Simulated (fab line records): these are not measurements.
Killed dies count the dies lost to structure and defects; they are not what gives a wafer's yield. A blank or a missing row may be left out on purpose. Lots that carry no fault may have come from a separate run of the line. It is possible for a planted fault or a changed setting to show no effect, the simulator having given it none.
Check for tools in common || flow sky130 || Sample size 13 lots and 39 wafers

## WHAT PROMPTED THE OPENING
SKY_NWELL_TW_MEAS_15, reading NWELL_TW: flagged on 1 of 13 lots. Fault-free wafers read 1820, with a standard deviation of 19.
Rule: a lot gets a flag if all its wafers with a number sit over 4 standard deviations from that mean, or if no wafer of it has a number. The rest of the lots are taken to be sound.

{"lot": "L485", "measured": "day 5 03:55", "on": "film metro-01", "NWELL_TW, wafer by wafer": "1837 1833 1834", "flag": ""}
{"lot": "L486", "measured": "day 5 12:01", "on": "film metro-04", "NWELL_TW, wafer by wafer": "1809 1811 1807", "flag": ""}
{"lot": "L489", "measured": "day 6 03:11", "on": "film metro-04", "NWELL_TW, wafer by wafer": "1811 1807 1806", "flag": ""}
{"lot": "L490", "measured": "day 6 04:26", "on": "film metro-04", "NWELL_TW, wafer by wafer": "1814 1813 1812", "flag": ""}
{"lot": "L491", "measured": "day 6 12:32", "on": "film metro-04", "NWELL_TW, wafer by wafer": "1806 1818 1808", "flag": ""}
{"lot": "L492", "measured": "day 6 19:59", "on": "film metro-04", "NWELL_TW, wafer by wafer": "1809 1812 1812", "flag": ""}
{"lot": "L493", "measured": "day 7 06:23", "on": "film metro-04", "NWELL_TW, wafer by wafer": "1785 1795 1794", "flag": ""}
{"lot": "L494", "measured": "day 7 10:55", "on": "film metro-01", "NWELL_TW, wafer by wafer": "919 909 900", "flag": "FLAGGED"}
{"lot": "L502", "measured": "day 9 11:08", "on": "film metro-01", "NWELL_TW, wafer by wafer": "1827 1841 1835", "flag": ""}
{"lot": "L503", "measured": "day 9 16:12", "on": "film metro-03", "NWELL_TW, wafer by wafer": "1831 1835 1834", "flag": ""}
{"lot": "L504", "measured": "day 9 18:21", "on": "film metro-01", "NWELL_TW, wafer by wafer": "1839 1842 1834", "flag": ""}
{"lot": "L505", "measured": "day 9 22:41", "on": "film metro-01", "NWELL_TW, wafer by wafer": "1842 1833 1841", "flag": ""}
{"lot": "L506", "measured": "day 10 05:17", "on": "film metro-04", "NWELL_TW, wafer by wafer": "1801 1801 1806", "flag": ""}
The numbers of the flagged lots are 909 on average: -911 against the usual, or -48 standard deviations.

## LOT BY LOT: THE TOOL USED
Before the reading, the record contains 3 process steps out of a 708-step route. In each cell: the tool, then ch and the chambers that the sampled wafers went through, then the start.
{"lot": "L485", "flag": "", "SKY_FIELD_ISO_STRIP_16": "plasma asher-03 ch 0,1, day 2 18:15", "SKY_PWDE_STRIP_09": "plasma asher-04 ch 0,1, day 4 09:57", "SKY_NWELL_STRIP_14": "plasma asher-01 ch 0,1, day 5 03:49"}
{"lot": "L486", "flag": "", "SKY_FIELD_ISO_STRIP_16": "plasma asher-01 ch 0,1, day 3 01:01", "SKY_PWDE_STRIP_09": "plasma asher-04 ch 0,1, day 4 17:43", "SKY_NWELL_STRIP_14": "plasma asher-01 ch 0,1, day 5 11:55"}
{"lot": "L489", "flag": "", "SKY_FIELD_ISO_STRIP_16": "plasma asher-03 ch 0,1, day 3 12:43", "SKY_PWDE_STRIP_09": "plasma asher-04 ch 0,1, day 5 07:55", "SKY_NWELL_STRIP_14": "plasma asher-01 ch 0,1, day 6 03:06"}
{"lot": "L490", "flag": "", "SKY_FIELD_ISO_STRIP_16": "plasma asher-03 ch 0,1, day 3 17:16", "SKY_PWDE_STRIP_09": "plasma asher-02 ch 0,1, day 5 09:45", "SKY_NWELL_STRIP_14": "plasma asher-02 ch 0,1, day 6 04:20"}
{"lot": "L491", "flag": "", "SKY_FIELD_ISO_STRIP_16": "plasma asher-03 ch 0,1, day 3 21:05", "SKY_PWDE_STRIP_09": "plasma asher-03 ch 0,1, day 5 16:34", "SKY_NWELL_STRIP_14": "plasma asher-01 ch 0,1, day 6 12:26"}
{"lot": "L492", "flag": "", "SKY_FIELD_ISO_STRIP_16": "plasma asher-01 ch 0,1, day 4 03:40", "SKY_PWDE_STRIP_09": "plasma asher-03 ch 0,1, day 5 23:36", "SKY_NWELL_STRIP_14": "plasma asher-01 ch 0,1, day 6 19:54"}
{"lot": "L493", "flag": "", "SKY_FIELD_ISO_STRIP_16": "plasma asher-02 ch 0,1, day 4 11:31", "SKY_PWDE_STRIP_09": "plasma asher-04 ch 0,1, day 6 09:51", "SKY_NWELL_STRIP_14": "plasma asher-01 ch 0,1, day 7 06:17"}
{"lot": "L494", "flag": "FLAGGED", "SKY_FIELD_ISO_STRIP_16": "plasma asher-02 ch 0, day 4 16:17", "SKY_PWDE_STRIP_09": "plasma asher-03 ch 0,1, day 6 15:36", "SKY_NWELL_STRIP_14": "plasma asher-04 ch 1, day 7 10:49"}
{"lot": "L502", "flag": "", "SKY_FIELD_ISO_STRIP_16": "plasma asher-02 ch 0,1, day 6 11:31", "SKY_PWDE_STRIP_09": "plasma asher-02 ch 0,1, day 8 12:56", "SKY_NWELL_STRIP_14": "plasma asher-02 ch 0,1, day 9 11:02"}
{"lot": "L503", "flag": "", "SKY_FIELD_ISO_STRIP_16": "plasma asher-02 ch 0,1, day 6 14:41", "SKY_PWDE_STRIP_09": "plasma asher-03 ch 0,1, day 8 18:04", "SKY_NWELL_STRIP_14": "plasma asher-04 ch 0,1, day 9 16:05"}
{"lot": "L504", "flag": "", "SKY_FIELD_ISO_STRIP_16": "plasma asher-01 ch 0,1, day 6 19:01", "SKY_PWDE_STRIP_09": "plasma asher-02 ch 0,1, day 8 20:11", "SKY_NWELL_STRIP_14": "plasma asher-01 ch 0,1, day 9 18:15"}
{"lot": "L505", "flag": "", "SKY_FIELD_ISO_STRIP_16": "plasma asher-02 ch 0,1, day 6 23:34", "SKY_PWDE_STRIP_09": "plasma asher-03 ch 0, day 9 00:20", "SKY_NWELL_STRIP_14": "plasma asher-04 ch 0,1, day 9 22:35"}
{"lot": "L506", "flag": "", "SKY_FIELD_ISO_STRIP_16": "plasma asher-02 ch 0,1, day 7 04:58", "SKY_PWDE_STRIP_09": "plasma asher-02 ch 0,1, day 9 07:03", "SKY_NWELL_STRIP_14": "plasma asher-02 ch 0,1, day 10 05:11"}
These steps, and what they do:
- SKY_FIELD_ISO_STRIP_16: strips in O2/N2.
- SKY_PWDE_STRIP_09: strips in O2/N2.
- SKY_NWELL_STRIP_14: strips in O2/N2.
- SKY_NWELL_TW_MEAS_15

## FLAGGED OVER TOTAL, TOOL BY TOOL (the gauges that took the reading come last)
{"step": "SKY_FIELD_ISO_STRIP_16", "tool": "plasma asher-01", "lots run": 3, "flagged": 0, "share of the flagged lots": "none", "sound lots run after its first flagged lot": "-"}
{"step": "SKY_FIELD_ISO_STRIP_16", "tool": "plasma asher-02", "lots run": 6, "flagged": 1, "share of the flagged lots": "all", "sound lots run after its first flagged lot": "4 (L502,L503,L505,L506)"}
{"step": "SKY_FIELD_ISO_STRIP_16", "tool": "plasma asher-03", "lots run": 4, "flagged": 0, "share of the flagged lots": "none", "sound lots run after its first flagged lot": "-"}
{"step": "SKY_PWDE_STRIP_09", "tool": "plasma asher-02", "lots run": 4, "flagged": 0, "share of the flagged lots": "none", "sound lots run after its first flagged lot": "-"}
{"step": "SKY_PWDE_STRIP_09", "tool": "plasma asher-03", "lots run": 5, "flagged": 1, "share of the flagged lots": "all", "sound lots run after its first flagged lot": "2 (L503,L505)"}
{"step": "SKY_PWDE_STRIP_09", "tool": "plasma asher-04", "lots run": 4, "flagged": 0, "share of the flagged lots": "none", "sound lots run after its first flagged lot": "-"}
{"step": "SKY_NWELL_STRIP_14", "tool": "plasma asher-01", "lots run": 7, "flagged": 0, "share of the flagged lots": "none", "sound lots run after its first flagged lot": "-"}
{"step": "SKY_NWELL_STRIP_14", "tool": "plasma asher-02", "lots run": 3, "flagged": 0, "share of the flagged lots": "none", "sound lots run after its first flagged lot": "-"}
{"step": "SKY_NWELL_STRIP_14", "tool": "plasma asher-04", "lots run": 3, "flagged": 1, "share of the flagged lots": "all", "sound lots run after its first flagged lot": "2 (L503,L505)"}
{"step": "SKY_NWELL_TW_MEAS_15", "tool": "film metro-01", "lots run": 5, "flagged": 1, "share of the flagged lots": "all", "sound lots run after its first flagged lot": "3 (L502,L504,L505)"}
{"step": "SKY_NWELL_TW_MEAS_15", "tool": "film metro-03", "lots run": 1, "flagged": 0, "share of the flagged lots": "none", "sound lots run after its first flagged lot": "-"}
{"step": "SKY_NWELL_TW_MEAS_15", "tool": "film metro-04", "lots run": 7, "flagged": 0, "share of the flagged lots": "none", "sound lots run after its first flagged lot": "-"}

## WHAT THE TABLE ALLOWS
4 rows of the table ran every flagged lot: plasma asher-02 at SKY_FIELD_ISO_STRIP_16, plasma asher-03 at SKY_PWDE_STRIP_09, plasma asher-04 at SKY_NWELL_STRIP_14, film metro-01 at SKY_NWELL_TW_MEAS_15.
- plasma asher-02 at SKY_FIELD_ISO_STRIP_16: 1 of its 6 lots flagged. After the first flagged lot (L502, L503, L505, L506), sound lots still ran on it; a lasting fault on the whole tool would not permit that.
- plasma asher-03 at SKY_PWDE_STRIP_09: 1 of its 5 lots flagged. After the first flagged lot (L503, L505), sound lots still ran on it; a lasting fault on the whole tool would not permit that. Its own readings lie more than 4 standard deviations out on every wafer of the flagged lots: oes product au.
- plasma asher-04 at SKY_NWELL_STRIP_14: 1 of its 3 lots flagged. After the first flagged lot (L503, L505), sound lots still ran on it; a lasting fault on the whole tool would not permit that. Its own readings lie more than 4 standard deviations out on every wafer of the flagged lots: strip time to endpoint s.
- film metro-01 at SKY_NWELL_TW_MEAS_15: 1 of its 5 lots flagged. After the first flagged lot (L502, L504, L505), sound lots still ran on it; a lasting fault on the whole tool would not permit that.
There is no row in the table that ran each flagged lot and no sound lot after the first.

## WHAT THE SIMULATOR HAD INSERTED
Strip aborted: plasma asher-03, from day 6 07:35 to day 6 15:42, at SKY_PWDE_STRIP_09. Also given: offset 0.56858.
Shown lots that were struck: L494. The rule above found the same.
